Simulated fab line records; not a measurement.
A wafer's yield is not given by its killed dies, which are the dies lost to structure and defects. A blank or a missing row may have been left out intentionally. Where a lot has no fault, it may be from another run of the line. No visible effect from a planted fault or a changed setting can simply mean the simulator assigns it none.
The tool behind it: which one? || flow sfq line || Sampling: 14 lots, 42 wafers, 2 of 325 route steps

== WHAT THE GAUGES READ, wafer by wafer ==
The record lacks any reading of a measuring or inspecting step that a usual standard deviation could be used to judge.

== WHAT TOOL EACH LOT RAN ON (gives the tool, then ch and the chambers of the sampled wafers, and finally the start) ==
{"lot": "L832", "SFQ_TRILAYER_A5C_DEP_PECVD_142": "pecvd-02 ch 0,1,2, day 69 04:44", "SFQ_TRILAYER_C5_ETCH_VIA_ETCH_154": "rie diel-04 ch 0,1, day 72 08:26"}
{"lot": "L833", "SFQ_TRILAYER_A5C_DEP_PECVD_142": "pecvd-03 ch 0,1, day 69 06:56", "SFQ_TRILAYER_C5_ETCH_VIA_ETCH_154": "rie diel-04 ch 0,1,3, day 73 14:32"}
{"lot": "L834", "SFQ_TRILAYER_A5C_DEP_PECVD_142": "pecvd-03 ch 0,1,2, day 69 16:33", "SFQ_TRILAYER_C5_ETCH_VIA_ETCH_154": "rie diel-04 ch 2,3, day 74 03:44"}
{"lot": "L838", "SFQ_TRILAYER_A5C_DEP_PECVD_142": "pecvd-03 ch 0,1, day 72 07:58", "SFQ_TRILAYER_C5_ETCH_VIA_ETCH_154": "rie diel-03 ch 1,3, day 77 02:32"}
{"lot": "L841", "SFQ_TRILAYER_A5C_DEP_PECVD_142": "pecvd-02 ch 0,1, day 72 14:13", "SFQ_TRILAYER_C5_ETCH_VIA_ETCH_154": "rie diel-04 ch 0,3, day 77 08:32"}
{"lot": "L843", "SFQ_TRILAYER_A5C_DEP_PECVD_142": "pecvd-03 ch 0, day 72 17:49", "SFQ_TRILAYER_C5_ETCH_VIA_ETCH_154": "rie diel-03 ch 0,1,3, day 77 12:08"}
{"lot": "L845", "SFQ_TRILAYER_A5C_DEP_PECVD_142": "pecvd-01 ch 0,1, day 72 20:11", "SFQ_TRILAYER_C5_ETCH_VIA_ETCH_154": "rie diel-02 ch 0,1,2, day 77 15:44"}
{"lot": "L849", "SFQ_TRILAYER_A5C_DEP_PECVD_142": "pecvd-01 ch 1,2, day 74 19:01", "SFQ_TRILAYER_C5_ETCH_VIA_ETCH_154": "rie diel-03 ch 0,3, day 79 04:37"}
{"lot": "L850", "SFQ_TRILAYER_A5C_DEP_PECVD_142": "pecvd-01 ch 0,1,2, day 74 20:13", "SFQ_TRILAYER_C5_ETCH_VIA_ETCH_154": "rie diel-02 ch 0,2,3, day 79 05:50"}
{"lot": "L851", "SFQ_TRILAYER_A5C_DEP_PECVD_142": "pecvd-02 ch 1,2, day 74 23:49", "SFQ_TRILAYER_C5_ETCH_VIA_ETCH_154": "rie diel-03 ch 0,2,3, day 79 08:13"}
{"lot": "L852", "SFQ_TRILAYER_A5C_DEP_PECVD_142": "pecvd-02 ch 1,2, day 75 02:11", "SFQ_TRILAYER_C5_ETCH_VIA_ETCH_154": "rie diel-02 ch 2,3, day 79 09:25"}
{"lot": "L853", "SFQ_TRILAYER_A5C_DEP_PECVD_142": "pecvd-01 ch 0,1,2, day 75 03:25", "SFQ_TRILAYER_C5_ETCH_VIA_ETCH_154": "rie diel-03 ch 0,1,3, day 79 10:37"}
{"lot": "L854", "SFQ_TRILAYER_A5C_DEP_PECVD_142": "pecvd-02 ch 0,2, day 75 05:49", "SFQ_TRILAYER_C5_ETCH_VIA_ETCH_154": "rie diel-04 ch 0,1, day 79 11:49"}
{"lot": "L855", "SFQ_TRILAYER_A5C_DEP_PECVD_142": "pecvd-01 ch 0,1,2, day 75 06:59", "SFQ_TRILAYER_C5_ETCH_VIA_ETCH_154": "rie diel-03 ch 0,2, day 79 13:01"}
- SFQ_TRILAYER_A5C_DEP_PECVD_142: deposits SiO2 from SiH4/N2O, time 15.556 s, target thk 70 nm.
- SFQ_TRILAYER_C5_ETCH_VIA_ETCH_154: etches SiO2 in CHF3, stops on Nb, target depth 84 nm.

== AS READ BY THE TOOLS THEMSELVES (means over the sampled wafers that have a number; for cases with no such wafer, the mark the record gives instead) ==
SFQ_TRILAYER_A5C_DEP_PECVD_142.
{"lot": "L832", "tool": "pecvd-02", "heater power w (W)": 96, "rf fwd power W (W)": 180.4, "throttle valve pct (%)": 24.9}
{"lot": "L833", "tool": "pecvd-03", "heater power w (W)": 92, "rf fwd power W (W)": 180.0, "throttle valve pct (%)": 25.8}
{"lot": "L834", "tool": "pecvd-03", "heater power w (W)": 83, "rf fwd power W (W)": 180.5, "throttle valve pct (%)": 25.1}
{"lot": "L838", "tool": "pecvd-03", "heater power w (W)": 89, "rf fwd power W (W)": 180.3, "throttle valve pct (%)": 25.4}
{"lot": "L841", "tool": "pecvd-02", "heater power w (W)": 86, "rf fwd power W (W)": 179.4, "throttle valve pct (%)": 24.8}
{"lot": "L843", "tool": "pecvd-03", "heater power w (W)": 97, "rf fwd power W (W)": 179.9, "throttle valve pct (%)": 26.9}
{"lot": "L845", "tool": "pecvd-01", "heater power w (W)": 106, "rf fwd power W (W)": 179.9, "throttle valve pct (%)": 22.7}
{"lot": "L849", "tool": "pecvd-01", "heater power w (W)": 104, "rf fwd power W (W)": 181.0, "throttle valve pct (%)": 22.5}
{"lot": "L850", "tool": "pecvd-01", "heater power w (W)": 104, "rf fwd power W (W)": 180.5, "throttle valve pct (%)": 23.2}
{"lot": "L851", "tool": "pecvd-02", "heater power w (W)": 103, "rf fwd power W (W)": 179.2, "throttle valve pct (%)": 25.4}
{"lot": "L852", "tool": "pecvd-02", "heater power w (W)": 103, "rf fwd power W (W)": 179.7, "throttle valve pct (%)": 25.4}
{"lot": "L853", "tool": "pecvd-01", "heater power w (W)": 105, "rf fwd power W (W)": 180.3, "throttle valve pct (%)": 23.3}
{"lot": "L854", "tool": "pecvd-02", "heater power w (W)": 101, "rf fwd power W (W)": 181.1, "throttle valve pct (%)": 24.8}
{"lot": "L855", "tool": "pecvd-01", "heater power w (W)": 102, "rf fwd power W (W)": 180.0, "throttle valve pct (%)": 23.0}

SFQ_TRILAYER_C5_ETCH_VIA_ETCH_154.
{"lot": "L832", "tool": "rie diel-04", "bias w (W)": 80.01, "drypump motor current A (A)": 6.0, "oes product au (a.u.)": 0.902, "rf fwd power W (W)": 496.5}
{"lot": "L833", "tool": "rie diel-04", "bias w (W)": 80.12, "drypump motor current A (A)": 5.9, "oes product au (a.u.)": 0.898, "rf fwd power W (W)": 495.3}
{"lot": "L834", "tool": "rie diel-04", "bias w (W)": 79.99, "drypump motor current A (A)": 5.8, "oes product au (a.u.)": 0.900, "rf fwd power W (W)": 493.3}
{"lot": "L838", "tool": "rie diel-03", "bias w (W)": 80.08, "drypump motor current A (A)": 5.7, "oes product au (a.u.)": 0.927, "rf fwd power W (W)": 496.1}
{"lot": "L841", "tool": "rie diel-04", "bias w (W)": 80.04, "drypump motor current A (A)": 5.8, "oes product au (a.u.)": 0.895, "rf fwd power W (W)": 494.8}
{"lot": "L843", "tool": "rie diel-03", "bias w (W)": 80.21, "drypump motor current A (A)": 5.6, "oes product au (a.u.)": 0.935, "rf fwd power W (W)": 494.2}
{"lot": "L845", "tool": "rie diel-02", "bias w (W)": 79.97, "drypump motor current A (A)": 5.7, "oes product au (a.u.)": 0.892, "rf fwd power W (W)": 496.9}
{"lot": "L849", "tool": "rie diel-03", "bias w (W)": 80.29, "drypump motor current A (A)": 5.7, "oes product au (a.u.)": 0.894, "rf fwd power W (W)": 495.3}
{"lot": "L850", "tool": "rie diel-02", "bias w (W)": 80.04, "drypump motor current A (A)": 6.0, "oes product au (a.u.)": 0.890, "rf fwd power W (W)": 495.3}
{"lot": "L851", "tool": "rie diel-03", "bias w (W)": 80.24, "drypump motor current A (A)": 5.3, "oes product au (a.u.)": 0.900, "rf fwd power W (W)": 496.6}
{"lot": "L852", "tool": "rie diel-02", "bias w (W)": 80.02, "drypump motor current A (A)": 6.0, "oes product au (a.u.)": 0.892, "rf fwd power W (W)": 497.9}
{"lot": "L853", "tool": "rie diel-03", "bias w (W)": 79.96, "drypump motor current A (A)": 5.6, "oes product au (a.u.)": 0.886, "rf fwd power W (W)": 494.5}
{"lot": "L854", "tool": "rie diel-04", "bias w (W)": 79.97, "drypump motor current A (A)": 6.0, "oes product au (a.u.)": 0.901, "rf fwd power W (W)": 494.5}
{"lot": "L855", "tool": "rie diel-03", "bias w (W)": 79.80, "drypump motor current A (A)": 5.2, "oes product au (a.u.)": 0.886, "rf fwd power W (W)": 494.6}

== THE ANSWER, worked out from the rows above alone ==
Rule: the usual values come from the lots themselves. The widest of any qualifying gaps counts: lots, ordered by their means at a reading, are off when they make up no more than a third of the lots, leave a main group of 4 or more, and stand apart from it by 3 or more times the standard deviation of that group's means. If all means in a main group match to the digits the tables above print for the reading, that group is not used. Also off: a lot with no number at a reading for which 4 or more lots have one. Any other lot the step has rows for is counted as sound. Order of review: gauges by route order, followed by the tools' own readings, for which a lot's mean as printed above is used. At the first step where some lot is off, the reading lying furthest off is the one used; lots without a number count as furthest.
Off: L838, L843, at SFQ_TRILAYER_C5_ETCH_VIA_ETCH_154 (oes product au). Main group: mean 0.895 a.u., sd 0.0054.
A tool fits if, at that step or a process step before it, it ran every lot that is off, and no sound lot after the first of them. One fits: pecvd-03 at SFQ_TRILAYER_A5C_DEP_PECVD_142. A fault onset in the window from L834 (day 69 16:33, its last sound lot) to L838 (day 72 07:58, its first lot off) fits.

== WHAT THE SIMULATOR HAD INSERTED ==
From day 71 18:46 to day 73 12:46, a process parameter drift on pecvd-03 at SFQ_TRILAYER_A5C_DEP_PECVD_142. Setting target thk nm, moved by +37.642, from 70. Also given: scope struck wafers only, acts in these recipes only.
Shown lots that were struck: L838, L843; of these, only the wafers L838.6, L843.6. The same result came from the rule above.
